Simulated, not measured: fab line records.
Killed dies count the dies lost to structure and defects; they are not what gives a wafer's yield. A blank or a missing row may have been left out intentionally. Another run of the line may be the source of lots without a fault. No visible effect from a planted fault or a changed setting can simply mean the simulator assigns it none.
fab line records | flow sfq-line
[record] lots = 14 | wafers = 42 | last-day = 92
route steps=325 shown M5@202
lots untouched by any fault: they come from a run of this same line in which no faults occurred
start-h: start of the lot's first displayed wafer, in hours after the record's first day | wait-h: hours since the lot's step before | " same as the row above | L1.1+2: one row covering several wafers at once | - either no value or no given start | * or withheld: withheld | < > ~ a bound
route shown NAME@n: names a module that has steps shown in the file, with the first one's number in the route | usual: mean and standard deviation over wafers with no fault | same: alike in all rows | chamber/n: place in a boat | sites: each site's reading | _std_site: how widely they spread, as a standard deviation | _edge_site: the outer-site mean with the inner-site mean subtracted | radius-mm: how far each site lies from the wafer's centre | mask NAME#n: copy n | behind: the last tool/chamber to shape the wafer | hold: the reason the lot was held/the length of the hold in hours/how it ended | device: names the non-switching transistor (n, p or np) | end of line: the same wafers' tests at the end of the route | a step without rows: its recipe alone | killed: dies that structure and defects cost at the first sort, which is not the same as the wafer's yield | map: dies across one wafer; x = killed, . = not, _ = none there
set.NAME: the setting that was run; set.NAME@STEP: the one run at that earlier step | model.NAME: the simulator's own value behind a step, which no gauge read
one table for each step of the route and one row for each wafer, over a sample of lots
[[steps]]
[step SFQ_TRILAYER_M5_LITHO_PEB_126]
[recipe] peb-temp-c = 115 | peb-time-s = 60 | resist = KrF
[usual] chill-plate-temp-C = 23.00/0.1 | exhaust-pa = 45.0/0.9
lot.wafer | tool           | chamber | start-h | wait-h | chill-plate-temp-C | exhaust-pa
L388.4    | litho-track-04 | 0       | 1570.72 | 0.5    | 23.14              | 43.3
L388.5    | "              | 0       | "       | "      | 22.94              | 44.0
L388.6    | "              | 0       | "       | "      | 23.00              | 45.4
L390.1    | litho-track-01 | 0       | 1589.35 | 1.0    | 22.98              | 45.7
L390.3    | "              | 0       | "       | "      | 23.03              | 45.3
L390.4    | "              | 0       | "       | "      | 22.95              | 44.9
L391.1    | litho-track-03 | 0       | 1592.95 | 1.0    | 22.85              | 46.9
L391.2    | "              | 0       | "       | "      | 22.88              | 45.0
L391.5    | "              | 0       | "       | "      | 23.05              | 45.2
L394.1    | litho-track-03 | -       | 1608.65 | 1.0    | -                  | -
L394.3    | "              | -       | "       | "      | -                  | -
L394.5    | "              | -       | "       | "      | -                  | -
L395.1    | litho-track-04 | -       | 1613.45 | 1.0    | -                  | -
L395.2    | "              | -       | "       | "      | -                  | -
L395.4    | "              | -       | "       | "      | -                  | -
L399.1    | litho-track-04 | 0       | 1698.99 | 1.0    | 23.02              | 45.3
L399.3    | "              | 0       | "       | "      | 23.24              | 45.7
L399.4    | "              | 0       | "       | "      | 23.14              | 45.3
L403.1    | litho-track-03 | 0       | 1720.71 | 1.0    | 23.18              | 47.3
L403.3    | "              | 0       | "       | "      | 22.85              | 46.6
L403.5    | "              | 0       | "       | "      | 23.00              | 46.7
L404.1    | litho-track-03 | 0       | 1731.81 | 1.0    | 22.93              | 44.5
L404.5    | "              | 0       | "       | "      | 23.07              | 44.6
L404.6    | "              | 0       | "       | "      | 23.05              | 45.3
L405.1    | litho-track-01 | 0       | 1739.01 | 1.0    | 23.11              | 44.3
L405.2    | "              | 0       | "       | "      | 23.05              | 44.7
L405.5    | "              | 0       | "       | "      | 22.93              | 45.3
L406.3    | litho-track-03 | 0       | 1747.32 | 0.7    | 23.12              | 45.3
L406.4    | "              | 0       | "       | "      | 23.04              | 45.6
L406.5    | "              | 0       | "       | "      | 23.12              | 44.9
L408.3    | litho-track-04 | 0       | 1756.92 | 0.7    | 22.91              | 44.3
L408.4    | "              | 0       | "       | "      | 23.07              | 44.8
L408.6    | "              | 0       | "       | "      | 23.01              | 45.0
L409.3    | litho-track-04 | 0       | 1761.72 | 0.7    | 22.89              | 45.6
L409.5    | "              | 0       | "       | "      | 23.05              | 44.6
L409.6    | "              | 0       | "       | "      | 22.91              | 44.1
L410.1    | litho-track-01 | 0       | 1765.27 | 1.0    | 23.07              | 45.0
L410.2    | "              | 0       | "       | "      | 23.00              | 42.8
L410.6    | "              | 0       | "       | "      | 22.90              | 44.9
L411.1    | litho-track-03 | 0       | 1772.92 | 1.0    | 23.08              | 43.3
L411.2    | "              | 0       | "       | "      | 23.02              | 45.5
L411.6    | "              | 0       | "       | "      | 23.05              | 44.7
[[key]]
[first-sign] step = SFQ_TRILAYER_M5_LITHO_PEB_126 | reading = tool-record | direction = missing
effect none on later readings
met-at SFQ_TRILAYER_M5_LITHO_PEB_126
struck-lots L394,L395
onset-between 1592.95 1608.65
[fault] kind = skipped-step-whole | tool = litho-track-03,litho-track-04 | chamber = - | onset-h = 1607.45 | steps = SFQ_TRILAYER_M5_LITHO_PEB_126 | scope = struck-lots-only
